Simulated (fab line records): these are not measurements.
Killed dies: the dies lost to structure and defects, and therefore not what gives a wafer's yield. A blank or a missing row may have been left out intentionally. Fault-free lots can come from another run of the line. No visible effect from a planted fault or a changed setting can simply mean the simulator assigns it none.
Which tool was responsible? ; flow sky130 ; 12 lots, 34 wafers sampled, at 6 steps of a route of 708

## WHAT THE GAUGES READ, wafer by wafer
SKY_LI_CONTACT_CD_MEAS_12 targets a cd of 170 nm. Usual: cd nm 169.7 nm, standard deviation 1.7.
lot;measured;on;cd nm (nm);flag
L448;day 29 04:27;cd sem-01;170.3 169.9 169.9;
L449;day 29 11:14;cd sem-01;169.0 169.3 168.3;
L452;day 30 14:53;cd sem-02;172.1 171.9 170.5;
L455;day 31 15:52;cd sem-02;167.7 169.7 168.4;
L458;day 32 13:47;cd sem-01;168.8 170.4;
L459;day 32 22:56;cd sem-02;171.7 171.1;
L460;day 33 03:39;cd sem-02;170.2 169.1 169.7;
L467;day 35 08:47;cd sem-01;168.4 167.4 167.9;
L468;day 35 12:46;cd sem-01;169.6 170.2 169.8;
L469;day 36 01:29;cd sem-01;169.8 168.9 168.2;
L470;day 36 07:32;cd sem-02;169.4 168.6 168.9;
L471;day 36 12:55;cd sem-02;170.6 170.3 170.3;

SKY_LI_CONTACT_OVL_MEAS_13. Usual: LI_CONTACT_OVL -3 nm, standard deviation 6.2.
lot;measured;on;LI_CONTACT_OVL (nm);flag
L448;day 29 04:34;overlay-02;-12 0 -7;
L449;day 29 11:20;overlay-02;-3 -2 -5;
L452;day 30 15:01;overlay-01;-10 -1 -5;
L455;day 31 15:59;overlay-02;-5 -6 -9;
L458;day 32 13:55;overlay-01;0 -5;
L459;day 32 23:02;overlay-02;-7 -10;
L460;day 33 03:46;overlay-02;6 6 3;
L467;day 35 08:55;overlay-02;-5 0 -1;
L468;day 35 12:53;overlay-02;-9 -6 -7;
L469;day 36 01:35;overlay-01;4 0 5;
L470;day 36 07:38;overlay-02;-5 -4 -3;
L471;day 36 13:01;overlay-02;-10 -4 -11;

SKY_LI_CONTACT_RS_MEAS_22: the measuring method here is four-point-probe. Usual: LI_CONTACT_W_RS 0.283 ohm/sq, standard deviation 0.0035.
lot;measured;on;LI_CONTACT_W_RS (ohm/sq);flag
L448;day 29 05:17;film metro-02;0.285 0.285 0.283;
L449;day 29 12:05;film metro-02;0.286 0.283 0.281;
L452;day 30 15:44;film metro-01;0.281 0.282 0.288;
L455;day 31 16:44;film metro-01;0.279 0.286 0.277;
L458;day 32 14:38;film metro-01;0.284 0.233;OFF
L459;day 32 23:47;film metro-01;0.231 0.231;OFF
L460;day 33 04:29;film metro-01;0.285 0.280 0.231;OFF
L467;day 35 09:38;film metro-02;0.279 0.283 0.277;
L468;day 35 13:37;film metro-01;0.274 0.285 0.284;
L469;day 36 02:21;film metro-01;0.284 0.284 0.275;
L470;day 36 08:23;film metro-02;0.287 0.289 0.279;
L471;day 36 13:45;film metro-02;0.280 0.284 0.284;

SKY_LI_CONTACT_THK_MEAS_23: measures by xrf. Usual: LI_CONTACT_W_THK 386 nm, standard deviation 7.
lot;measured;on;LI_CONTACT_W_THK (nm);flag
L448;day 29 05:25;film metro-02;377 380 382;
L449;day 29 12:11;film metro-02;380 381 383;
L452;day 30 15:51;film metro-01;392 389 384;
L455;day 31 16:52;film metro-01;394 387 401;
L458;day 32 14:45;film metro-01;388 473;OFF
L459;day 32 23:53;film metro-01;473 478;OFF
L460;day 33 04:37;film metro-01;385 394 470;OFF
L467;day 35 09:46;film metro-02;382 378 384;
L468;day 35 13:44;film metro-01;401 391 391;
L469;day 36 02:28;film metro-01;382 386 398;
L470;day 36 08:29;film metro-02;380 374 388;
L471;day 36 13:52;film metro-02;387 382 384;

## WHAT TOOL EACH LOT RAN ON (gives the tool, then ch and the chambers of the sampled wafers, and finally the start)
lot;SKY_POLY_CUT_STRIP_12;SKY_LI_CONTACT_CVD_21
L448;plasma asher-03 ch 0,1, day 24 07:43;cvd w-02 ch 0,1, day 29 05:10
L449;plasma asher-02 ch 0,1, day 24 13:04;cvd w-02 ch 0,1, day 29 11:58
L452;plasma asher-04 ch 0,1, day 25 19:46;cvd w-02 ch 0,1, day 30 15:36
L455;plasma asher-02 ch 0,1, day 26 21:10;cvd w-01 ch 0,1, day 31 16:37
L458;plasma asher-04 ch 0, day 27 21:16;cvd w-02 ch 0,1, day 32 14:30
L459;plasma asher-02 ch 0,1, day 28 06:53;cvd w-02 ch 1, day 32 23:38
L460;plasma asher-04 ch 0,1, day 28 11:32;cvd w-02 ch 0,1, day 33 04:22
L467;plasma asher-02 ch 0,1, day 30 20:43;cvd w-01 ch 0,1, day 35 09:31
L468;plasma asher-02 ch 0,1, day 30 23:50;cvd w-01 ch 0,1, day 35 13:29
L469;plasma asher-02 ch 0,1, day 31 13:11;cvd w-01 ch 0,1, day 36 02:12
L470;plasma asher-02 ch 0,1, day 31 19:35;cvd w-01 ch 0,1, day 36 08:14
L471;plasma asher-02 ch 0,1, day 32 01:26;cvd w-02 ch 0,1, day 36 13:36
- SKY_POLY_CUT_STRIP_12: strips in O2/N2.
- SKY_LI_CONTACT_CVD_21: deposits W, target thk 400 nm, time 120.56 s.

## AS READ BY THE TOOLS THEMSELVES (means over the sampled wafers that have a number; for cases with no such wafer, the mark the record gives instead)
SKY_POLY_CUT_STRIP_12. Usual: drypump motor current A 6.0 A, standard deviation 0.45; oes product au 0.452 a.u., standard deviation 0.0047; strip time to endpoint s 5.355 s, standard deviation 0.018.
lot;tool;drypump motor current A (A);oes product au (a.u.);strip time to endpoint s (s);flag
L448;plasma asher-03;5.9;0.456;5.368;
L449;plasma asher-02;6.2;0.454;5.352;
L452;plasma asher-04;5.9;0.450;5.364;
L455;plasma asher-02;6.2;0.447;5.346;
L458;plasma asher-04;5.8;0.453;5.357;
L459;plasma asher-02;6.0;0.449;5.349;
L460;plasma asher-04;5.8;0.449;5.332;
L467;plasma asher-02;5.8;0.456;5.384;
L468;plasma asher-02;5.8;0.453;5.384;
L469;plasma asher-02;6.2;0.450;5.333;
L470;plasma asher-02;5.8;0.450;5.354;
L471;plasma asher-02;6.2;0.453;5.396;

SKY_LI_CONTACT_CVD_21. Usual: heater power w 844 W, standard deviation 21.
lot;tool;heater power w (W);flag
L448;cvd w-02;850;
L449;cvd w-02;858;
L452;cvd w-02;841;
L455;cvd w-01;829;
L458;cvd w-02;834;
L459;cvd w-02;840;
L460;cvd w-02;855;
L467;cvd w-01;829;
L468;cvd w-01;853;
L469;cvd w-01;859;
L470;cvd w-01;853;
L471;cvd w-02;860;

## THE ANSWER, worked out from the rows above alone
Rule: take the mean of a lot's wafers that have a number; if it is more than 3 standard deviations from the usual mean, the lot is off. A lot without any number at a reading at which 4 lots or more have one is off too. All remaining lots with rows at the step are treated as sound. First the gauges in route order, then the tools' own readings, where a lot's mean is used as printed above. At the first step where some lot is off, the reading lying furthest off is the one used; lots without a number count as furthest.
Off: L458, L459, L460, at SKY_LI_CONTACT_RS_MEAS_22 (LI_CONTACT_W_RS).
A tool fits if, at a process step before that reading, it ran every lot that is off, and no sound lot after the first of them. The gauges at SKY_LI_CONTACT_RS_MEAS_22 are tried like those tools. Not one of the candidates tried fits.

## WHAT THE SIMULATOR HAD PUT IN
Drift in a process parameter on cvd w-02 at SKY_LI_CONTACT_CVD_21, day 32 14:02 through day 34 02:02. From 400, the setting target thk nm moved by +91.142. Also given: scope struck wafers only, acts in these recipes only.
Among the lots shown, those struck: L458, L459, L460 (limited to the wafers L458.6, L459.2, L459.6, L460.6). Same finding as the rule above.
